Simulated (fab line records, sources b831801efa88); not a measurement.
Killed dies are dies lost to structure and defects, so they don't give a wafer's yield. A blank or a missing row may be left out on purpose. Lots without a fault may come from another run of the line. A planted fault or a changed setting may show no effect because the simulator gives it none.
Chamber matching | flow gf180mcu | GF_STI_ETCH_14 on rie_si-01: 4 sister chambers
The step etches Si in HBr/Cl2/O2, target depth 360 nm, time 102.9 s. 4 wafers are shown with their chamber, then 7 later ones without.

WAFERS WITH THEIR CHAMBER
wafer  | chamber | drypump_motor_current_A (A)
L851.6 | 2       | 6.3
L852.5 | 3       | 6.1
L859.1 | 1       | 5.8
L859.3 | 0       | 6.5

WAFERS WITHOUT THEIR CHAMBER
wafer  | drypump_motor_current_A (A)
L859.5 | 6.5
L861.4 | 6.4
L861.5 | 6.1
L861.6 | 6.3
L865.3 | 5.8
L865.4 | 6.5
L865.5 | 6.5

WHICH CHAMBER EACH WENT THROUGH
wafer  | from the rows above     | in truth
L859.5 | 0                       | 0
L861.4 | can't be placed: 0 or 2 | 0
L861.5 | 3                       | 3
L861.6 | 2                       | 2
L865.3 | 1                       | 1
L865.4 | 0                       | 0
L865.5 | 0                       | 0
Placed correctly: 6 of 7. Can't be placed from these rows: 1 (the true chamber is among the candidates in 1). Placed wrongly: 0.
How it was worked out, from the rows above alone: a wafer's distance from a chamber is the root of the sum, over the readings, of the square of ((its reading less the chamber's mean) divided by the reading's scatter). The wafer belongs to the nearest chamber; if the next one is less than 2 further off, it can't be placed. A chamber's mean is the mean of its shown wafers. The scatter: with one shown wafer a chamber, the root of the mean of the squares of how far each hidden wafer lies from its nearest shown one.
